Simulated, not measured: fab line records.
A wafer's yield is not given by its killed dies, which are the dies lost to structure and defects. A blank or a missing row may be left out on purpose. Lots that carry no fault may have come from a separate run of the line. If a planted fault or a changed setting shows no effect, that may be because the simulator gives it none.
fab line records | flow sky130
record lots=12 | wafers=36 | last_day=50
route steps=708 shown METAL3@534 CAP2M@603 METAL4@631 PASSIVATION@684 PAD_OPEN@708
lots that met no fault: taken from a fault-free run of the same line
start_h: start of the lot's first displayed wafer, in hours after the record's first day | wait_h: hours from the lot's prior step to this one | " repeats the value in the row above | L1.1+2: a row that stands for several wafers | - no value present, or no start provided | * or withheld: withheld | < > ~ a bound
route shown NAME@n: NAME is a module with steps in the file, n the number in the route of the first one | usual: mean/standard deviation of fault-free wafers | same: alike in all rows | chamber/n: place in a boat | sites: per-site readings | _std_site: the values' standard deviation | _edge_site: outer sites' mean less inner sites' | radius_mm: for every site, how far away it sits from the centre of the wafer | mask NAME#n: copy n | behind: the most recent tool/chamber to have shaped the wafer | hold: the reason the lot was held/the length of the hold in hours/how it ended | device: the n, p or np transistor that did not switch | end of line: the same wafers' tests at the end of the route | where a step has no rows: the recipe by itself | killed: count of dies lost to structure and defects at first sort (not the wafer's yield) | map: a wafer's dies, x killed, . not, _ none there
set.NAME: the setting that was run; set.NAME@STEP: the one run at that earlier step | model.NAME: the simulator's own value behind a step, which no gauge read
steps of the route over a sample of lots; a table a step, a row a wafer
services: from which hour (start_h, from the record's first day; less than 0 if before it) a tool's chamber was out of use, for how many hours, and why
## steps
# step SKY_METAL3_SPUTTER_02
# recipe material=AlCu | target_thk_nm=735 | power_w=10600 | time_s=39.1 | chamber_pressure_pa=0.4
# usual throttle_valve_pct=29.9/0.9
lot.wafer | tool           | chamber | start_h | wait_h | throttle_valve_pct
L215.1    | pvd_sputter-02 | -       | 836.84  | 0.0    | 29.5
L215.2    | "              | -       | "       | "      | 28.9
L215.4    | "              | -       | "       | "      | 29.5
L218.4    | pvd_sputter-02 | -       | 878.79  | 0.0    | 31.0
L218.5    | "              | -       | "       | "      | 29.5
L218.6    | "              | -       | "       | "      | 28.7
L219.1    | pvd_sputter-02 | -       | 910.45  | 0.0    | 29.2
L219.4    | "              | -       | "       | "      | 30.0
L219.6    | "              | -       | "       | "      | 31.0
L223.2    | pvd_sputter-01 | -       | 924.90  | 0.0    | 28.0
L223.5    | "              | -       | "       | "      | 29.3
L223.6    | "              | -       | "       | "      | 30.6
L222.2    | pvd_sputter-04 | -       | 928.60  | 0.0    | 31.7
L222.3    | "              | -       | "       | "      | 29.9
L222.5    | "              | -       | "       | "      | 30.1
L224.1    | pvd_sputter-01 | -       | 928.68  | 0.0    | 28.2
L224.2    | "              | -       | "       | "      | 30.7
L224.5    | "              | -       | "       | "      | 27.9
L225.1    | pvd_sputter-01 | -       | 929.65  | 0.0    | 30.5
L225.3    | "              | -       | "       | "      | 28.2
L225.4    | "              | -       | "       | "      | 29.1
L227.1    | pvd_sputter-01 | -       | 957.77  | 0.0    | 28.2
L227.2    | "              | -       | "       | "      | 30.3
L227.3    | "              | -       | "       | "      | 29.0
L234.2    | pvd_sputter-04 | -       | 995.44  | 0.0    | 29.8
L234.4    | "              | -       | "       | "      | 31.7
L234.6    | "              | -       | "       | "      | 30.0
L235.1    | pvd_sputter-04 | -       | 997.13  | 0.0    | 29.8
L235.3    | "              | -       | "       | "      | 30.0
L235.5    | "              | -       | "       | "      | 29.8
L237.2    | pvd_sputter-01 | -       | 1005.17 | 0.0    | 30.7
L237.4    | "              | -       | "       | "      | 29.3
L237.5    | "              | -       | "       | "      | 31.1
L238.1    | pvd_sputter-01 | -       | 1014.39 | 0.0    | 30.8
L238.3    | "              | -       | "       | "      | 30.2
L238.6    | "              | -       | "       | "      | 30.9
# step SKY_CAP2M_CVD_00
# recipe material=SiO2 | target_thk_nm=15.5 | temp_c=400 | time_s=withheld | rf_w=450
# usual heater_power_outer_w=435/54 | heater_power_w=718/76
lot.wafer | tool     | chamber | start_h | wait_h | heater_power_outer_w | heater_power_w
L215.1    | pecvd-03 | 0       | 917.91  | 0.0    | 407                  | 650
L215.2    | "        | 1       | "       | "      | 478                  | 754
L215.4    | "        | 1       | "       | "      | 468                  | 737
L218.4    | pecvd-02 | 0       | 957.24  | 0.0    | 494                  | 802
L218.5    | "        | 0       | "       | "      | 481                  | 816
L218.6    | "        | 1       | "       | "      | 383                  | 732
L219.1    | pecvd-04 | 1       | 986.98  | 0.0    | 434                  | 731
L219.4    | "        | 2       | "       | "      | 377                  | 644
L219.6    | "        | 0       | "       | "      | 493                  | 798
L223.2    | pecvd-02 | 1       | 999.95  | 0.0    | 505                  | 866
L223.5    | "        | 2       | "       | "      | 322                  | 605
L223.6    | "        | 1       | "       | "      | 488                  | 865
L222.2    | pecvd-03 | 0       | 1003.17 | 0.0    | 450                  | 738
L222.3    | "        | 0       | "       | "      | 470                  | 753
L222.5    | "        | 0       | "       | "      | 462                  | 743
L224.1    | pecvd-04 | 2       | 1004.16 | 0.0    | 357                  | 608
L224.2    | "        | 0       | "       | "      | 491                  | 770
L224.5    | "        | 1       | "       | "      | 437                  | 717
L225.1    | pecvd-02 | 1       | 1004.67 | 0.0    | 411                  | 755
L225.3    | "        | 0       | "       | "      | 515                  | 849
L225.4    | "        | 1       | "       | "      | 406                  | 746
L227.1    | pecvd-03 | 1       | 1030.63 | 0.0    | 510                  | 749
L227.2    | "        | 0       | "       | "      | 438                  | 722
L227.3    | "        | 2       | "       | "      | 410                  | 658
L234.2    | pecvd-02 | 0       | 1065.16 | 0.0    | 502                  | 834
L234.4    | "        | 0       | "       | "      | 495                  | 830
L234.6    | "        | 1       | "       | "      | 498                  | 843
L235.1    | pecvd-03 | 2       | 1066.91 | 0.0    | 402                  | 649
L235.3    | "        | 0       | "       | "      | 468                  | 762
L235.5    | "        | 2       | "       | "      | 407                  | 655
L237.2    | pecvd-03 | 2       | 1077.61 | 0.0    | 405                  | 616
L237.4    | "        | 1       | "       | "      | 522                  | 808
L237.5    | "        | 2       | "       | "      | 394                  | 633
L238.1    | pecvd-02 | 1       | 1083.16 | 0.0    | 388                  | 714
L238.3    | "        | 0       | "       | "      | 501                  | 840
L238.6    | "        | 1       | "       | "      | 402                  | 707
# step SKY_METAL4_DESCUM_15
# recipe chemistry=O2 | source_power_w=150 | bias_power_w=0 | pressure_mtorr=10 | temp_c=40 | time_s=8
# usual drypump_motor_current_A=5.8/0.58 | oes_product_au=1.003/0.011
lot.wafer | tool         | chamber | start_h | wait_h | drypump_motor_current_A | oes_product_au | rf_hours_counter_h
L215.1    | rie_metal-03 | 1       | 966.44  | 0.0    | 6.0                     | 0.990          | 4
L215.2    | "            | 0       | "       | "      | 6.5                     | 0.997          | 9
L215.4    | "            | 0       | "       | "      | 6.5                     | 1.002          | -
L218.4    | rie_metal-03 | 1       | 1004.62 | 0.0    | 6.0                     | 0.984          | -
L218.5    | "            | 0       | "       | "      | 6.5                     | 1.011          | -
L218.6    | "            | 1       | "       | "      | 6.0                     | 0.973          | -
L219.1    | rie_metal-04 | 0       | 1033.20 | 0.0    | 5.1                     | 1.012          | 19
L219.4    | "            | 0       | "       | "      | 5.0                     | 1.012          | -
L219.6    | "            | 0       | "       | "      | 5.1                     | 1.010          | -
L223.2    | rie_metal-01 | 1       | 1046.29 | 0.0    | 5.8                     | 0.996          | 10
L223.5    | "            | 1       | "       | "      | 5.8                     | 0.996          | -
L223.6    | "            | 0       | "       | "      | 4.9                     | 0.996          | -
L222.2    | rie_metal-04 | 0       | 1047.92 | 0.0    | 5.0                     | 1.015          | 21
L222.3    | "            | 0       | "       | "      | 5.1                     | 1.014          | -
L222.5    | "            | 1       | "       | "      | 6.2                     | 1.019          | -
L224.1    | rie_metal-01 | 1       | 1049.05 | 0.0    | 5.8                     | 0.992          | 10
L224.2    | "            | 0       | "       | "      | 4.9                     | 1.006          | 22
L224.5    | "            | 0       | "       | "      | 4.9                     | 1.002          | -
L225.1    | rie_metal-03 | 0       | 1049.21 | 0.0    | 6.5                     | 1.014          | 13
L225.3    | "            | 0       | "       | "      | 6.5                     | 1.011          | -
L225.4    | "            | 1       | "       | "      | 6.0                     | 0.990          | -
L227.1    | rie_metal-01 | 0       | 1072.91 | 0.0    | 4.9                     | 1.009          | 23
L227.2    | "            | 1       | "       | "      | 5.8                     | 0.991          | 11
L227.3    | "            | 0       | "       | "      | 4.9                     | 1.007          | -
L234.2    | rie_metal-03 | 0       | 1106.39 | 0.0    | 6.5                     | 1.002          | 16
L234.4    | "            | 0       | "       | "      | 6.5                     | 1.002          | -
L234.6    | "            | 0       | "       | "      | 6.5                     | 1.012          | -
L235.1    | rie_metal-03 | 1       | 1108.14 | 0.0    | 6.0                     | 0.996          | 13
L235.3    | "            | 0       | "       | "      | 6.5                     | 1.003          | -
L235.5    | "            | 0       | "       | "      | 6.4                     | 0.999          | -
L237.2    | rie_metal-03 | 0       | 1119.50 | 0.0    | 6.5                     | 1.011          | 17
L237.4    | "            | 1       | "       | "      | 6.0                     | 0.995          | -
L237.5    | "            | 0       | "       | "      | 6.5                     | 1.007          | -
L238.1    | rie_metal-01 | 1       | 1124.44 | 0.0    | 5.8                     | 1.006          | 16
L238.3    | "            | 0       | "       | "      | 4.9                     | 1.005          | -
L238.6    | "            | 1       | "       | "      | 5.8                     | 0.991          | -
# step SKY_PASSIVATION_THK_MEAS_03
# recipe reads=Si3N4_of_PASSIVATION_CVD_02
# usual PASSIVATION_CVD_02_THK=537/6.9
lot.wafer | tool          | chamber | start_h | wait_h | PASSIVATION_CVD_02_THK[nm]
L215.1    | film_metro-02 | -       | 1015.50 | -      | 531
L215.2    | "             | -       | "       | "      | 543
L215.4    | "             | -       | "       | "      | 549
L218.4    | film_metro-03 | -       | 1052.51 | -      | 549
L218.5    | "             | -       | "       | "      | 535
L218.6    | "             | -       | "       | "      | 551
L219.1    | film_metro-03 | -       | 1080.11 | -      | 524
L219.4    | "             | -       | "       | "      | 540
L219.6    | "             | -       | "       | "      | 534
L223.2    | film_metro-03 | -       | 1094.93 | -      | 530
L223.5    | "             | -       | "       | "      | 545
L223.6    | "             | -       | "       | "      | 546
L222.2    | film_metro-02 | -       | 1097.17 | -      | 532
L222.3    | "             | -       | "       | "      | 536
L222.5    | "             | -       | "       | "      | 541
L224.1    | film_metro-03 | -       | 1097.80 | -      | 536
L224.2    | "             | -       | "       | "      | 530
L224.5    | "             | -       | "       | "      | 539
L225.1    | film_metro-03 | -       | 1099.48 | -      | 528
L225.3    | "             | -       | "       | "      | 534
L225.4    | "             | -       | "       | "      | 533
L227.1    | film_metro-02 | -       | 1117.76 | -      | 531
L227.2    | "             | -       | "       | "      | 532
L227.3    | "             | -       | "       | "      | 540
L234.2    | film_metro-02 | -       | 1150.42 | -      | 530
L234.4    | "             | -       | "       | "      | 541
L234.6    | "             | -       | "       | "      | 540
L235.1    | film_metro-02 | -       | 1151.65 | -      | 529
L235.3    | "             | -       | "       | "      | 527
L235.5    | "             | -       | "       | "      | 534
L237.2    | film_metro-02 | -       | 1160.93 | -      | 545
L237.4    | "             | -       | "       | "      | 540
L237.5    | "             | -       | "       | "      | 549
L238.1    | film_metro-01 | -       | 1167.07 | -      | 539
L238.3    | "             | -       | "       | "      | 542
L238.6    | "             | -       | "       | "      | 544
# step SKY_PAD_OPEN_PROBE_99
# usual defect_limited_yield=82.5/1.9 | killed_at_M0_to_M3=42/6.4 | killed_at_M4_up=2.9/1.7 | killed_at_contacts=25/5.2 | killed_at_front_end=16/4.4 | killed_at_other=0.4/0.65 | killed_dies=86/9.2 | killed_open=47/6.6 | killed_short=39/5.8 | sort_bin_3_pad_short=0.9/0.42 | sort_bin_5_function=10.4/1.5 | sort_bin_6_memory=6.3/1 | sort_n_pass=406/9.2 | sort_yield_pct=82.5/1.9
# same gross_dies=492 | killed_at_back_side=0 | sort_bin_4_leakage[%]=0 | sort_bin_8_speed[%]=0
lot.wafer | tool      | chamber | start_h | wait_h | defect_limited_yield[%] | killed_at_M0_to_M3 | killed_at_M4_up | killed_at_contacts | killed_at_front_end | killed_at_other | killed_dies | killed_open | killed_short | sort_bin_3_pad_short[%] | sort_bin_5_function[%] | sort_bin_6_memory[%] | sort_n_pass | sort_yield_pct[%]
L234.2    | prober-01 | -       | 1187.02 | 0.1    | 78.3                    | 62                 | 1               | 29                 | 15                  | 0               | 107         | 49          | 34           | 1.4                     | 14.4                   | 5.9                  | 385         | 78.3
L234.4    | prober-01 | -       | 1187.12 | 0.2    | 74.6                    | 86                 | 5               | 21                 | 13                  | 0               | 125         | 42          | 42           | 1.6                     | 16.5                   | 7.3                  | 367         | 74.6
L234.6    | prober-01 | -       | 1187.22 | 0.2    | 77.0                    | 65                 | 1               | 31                 | 16                  | 0               | 113         | 44          | 34           | 2.2                     | 14.2                   | 6.5                  | 379         | 77.0
L235.1    | prober-02 | -       | 1188.27 | 0.1    | 76.6                    | 75                 | 3               | 23                 | 14                  | 0               | 115         | 48          | 39           | 1.8                     | 13.4                   | 8.1                  | 377         | 76.6
L235.3    | prober-02 | -       | 1188.37 | 0.2    | 73.8                    | 87                 | 2               | 32                 | 8                   | 0               | 129         | 49          | 38           | 2.6                     | 14.6                   | 8.9                  | 363         | 73.8
L235.5    | prober-02 | -       | 1188.47 | 0.2    | 76.6                    | 72                 | 5               | 26                 | 12                  | 0               | 115         | 49          | 38           | 1.8                     | 13.8                   | 7.7                  | 377         | 76.6
L237.2    | prober-01 | -       | 1195.91 | 0.1    | 81.7                    | 49                 | 2               | 20                 | 19                  | 0               | 90          | 43          | 46           | 1.6                     | 9.8                    | 6.9                  | 402         | 81.7
L237.4    | prober-01 | -       | 1196.01 | 0.2    | 82.5                    | 36                 | 4               | 31                 | 15                  | 0               | 86          | 50          | 34           | 0.4                     | 8.9                    | 8.1                  | 406         | 82.5
L237.5    | prober-01 | -       | 1196.06 | 0.2    | 85.2                    | 24                 | 3               | 25                 | 19                  | 2               | 73          | 44          | 29           | 0.4                     | 6.9                    | 7.5                  | 419         | 85.2
# killed by level:class
L234.2 METAL3:unspecified=24 CONTACT:geometric_particle:open=14 VIA1:geometric_particle:short=7 LI_CONTACT:geometric_particle:open=6 VIA1:geometric_particle:open=6 VIA2:geometric_particle:open=6 CONTACT:geometric_particle:short=5 VIA3:geometric_particle:open=4
L234.4 METAL3:unspecified=41 VIA2:geometric_particle:open=10 VIA1:geometric_particle:short=7 VIA1:geometric_particle:open=7 CONTACT:geometric_particle:open=6 METAL1:geometric_particle:short=6 POLY_GATE:geometric_particle:short=5 LI_CONTACT:geometric_particle:open=5
L234.6 METAL3:unspecified=34 CONTACT:geometric_particle:open=12 LI_CONTACT:geometric_particle:open=8 VIA1:geometric_particle:open=7 FIELD_ISO:geometric_particle:short=6 CONTACT:geometric_particle:short=6 METAL1:geometric_particle:short=5 METAL2:geometric_particle:short=4
L235.1 METAL3:unspecified=28 VIA1:geometric_particle:open=14 VIA2:geometric_particle:open=10 LOCAL_INTERCONNECT:geometric_particle:short=7 LI_CONTACT:geometric_particle:open=6 CONTACT:geometric_particle:open=6 METAL1:geometric_particle:short=5 FIELD_ISO:geometric_particle:open=4
L235.3 METAL3:unspecified=42 VIA1:geometric_particle:open=15 CONTACT:geometric_particle:open=12 VIA1:geometric_particle:short=8 LI_CONTACT:geometric_particle:open=7 CONTACT:geometric_particle:short=5 LI_CONTACT:geometric_particle:short=4 LOCAL_INTERCONNECT:geometric_particle:short=4
L235.5 METAL3:unspecified=27 VIA1:geometric_particle:open=16 CONTACT:geometric_particle:open=11 LI_CONTACT:geometric_particle:open=7 METAL1:geometric_particle:short=7 VIA3:geometric_particle:open=5 LOCAL_INTERCONNECT:geometric_particle:short=4 METAL2:geometric_particle:short=4
L237.2 VIA1:geometric_particle:open=9 VIA2:geometric_particle:open=9 POLY_GATE:geometric_particle:short=7 CONTACT:geometric_particle:open=7 VIA1:geometric_particle:short=6 METAL3:geometric_particle:short=6 VIA3:geometric_particle:open=6 VIA2:geometric_particle:short=5
L237.4 VIA1:geometric_particle:open=12 CONTACT:geometric_particle:open=11 LI_CONTACT:geometric_particle:open=10 VIA3:geometric_particle:open=6 CONTACT:geometric_particle:short=5 POLY_GATE:geometric_particle:short=4 LOCAL_INTERCONNECT:geometric_particle:short=4 METAL2:geometric_particle:short=4
L237.5 CONTACT:geometric_particle:open=11 LI_CONTACT:geometric_particle:open=9 METAL2:geometric_particle:short=8 POLY_GATE:geometric_particle:open=7 VIA1:geometric_particle:open=4 FIELD_ISO:geometric_particle:short=3 SPACER:geometric_particle:open=3 METAL4:geometric_particle:short=3
## services
tool           | chamber | start_h | hours | kind
pecvd-03       | -       | 832.21  | 0.8   | pm
pvd_sputter-04 | -       | 836.24  | 1.1   | repair
pvd_sputter-04 | -       | 836.92  | 3.8   | repair
rie_metal-03   | 1       | 848.47  | -     | clean
rie_metal-03   | -       | 862.05  | 0.9   | repair
rie_metal-03   | -       | 869.71  | 2.8   | pm
pecvd-04       | 1       | 871.36  | 12.0  | repair
pvd_sputter-04 | -       | 888.54  | 1.1   | repair
rie_metal-03   | -       | 893.56  | 0.4   | repair
pecvd-02       | -       | 915.09  | 6.0   | pm
pecvd-03       | 2       | 915.67  | 6.9   | repair
pecvd-02       | 2       | 953.30  | 17.7  | repair
pvd_sputter-02 | -       | 962.07  | 5.5   | repair
pecvd-04       | -       | 965.90  | 11.4  | repair
pvd_sputter-01 | -       | 978.72  | 24.4  | repair
pvd_sputter-04 | -       | 990.78  | 3.9   | repair
rie_metal-01   | -       | 1003.60 | 1.4   | pm
rie_metal-04   | 1       | 1017.03 | 24.3  | repair
rie_metal-03   | 0       | 1019.29 | 14.3  | repair
pecvd-02       | 1       | 1021.54 | 43.2  | repair
rie_metal-03   | 1       | 1039.80 | 2.1   | repair
rie_metal-03   | 0       | 1079.82 | 9.5   | repair
pvd_sputter-04 | -       | 1090.54 | 0.6   | repair
pecvd-02       | 2       | 1119.24 | 23.4  | repair
## key
first_sign step=SKY_PAD_OPEN_PROBE_99 | reading=killed_at_M0_to_M3 | direction=up | sigmas=5 | usual=42 | struck=74
effect step=SKY_PAD_OPEN_PROBE_99 | reading=defect_limited_yield | direction=down | sigmas=3.4 | usual=82.5 | struck=76.2
met_at SKY_METAL3_SPUTTER_02
struck_lots L234,L235
not_acting_at SKY_CAP2M_CVD_00,SKY_METAL4_DESCUM_15,SKY_PASSIVATION_THK_MEAS_03
onset_between 928.60 995.44
fault kind=chamber_particle_source | tool=pvd_sputter-04 | chamber=- | onset_h=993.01 | steps=SKY_METAL3_SPUTTER_02 | rate_per_visit_cm2=0.42559 | end_h=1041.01
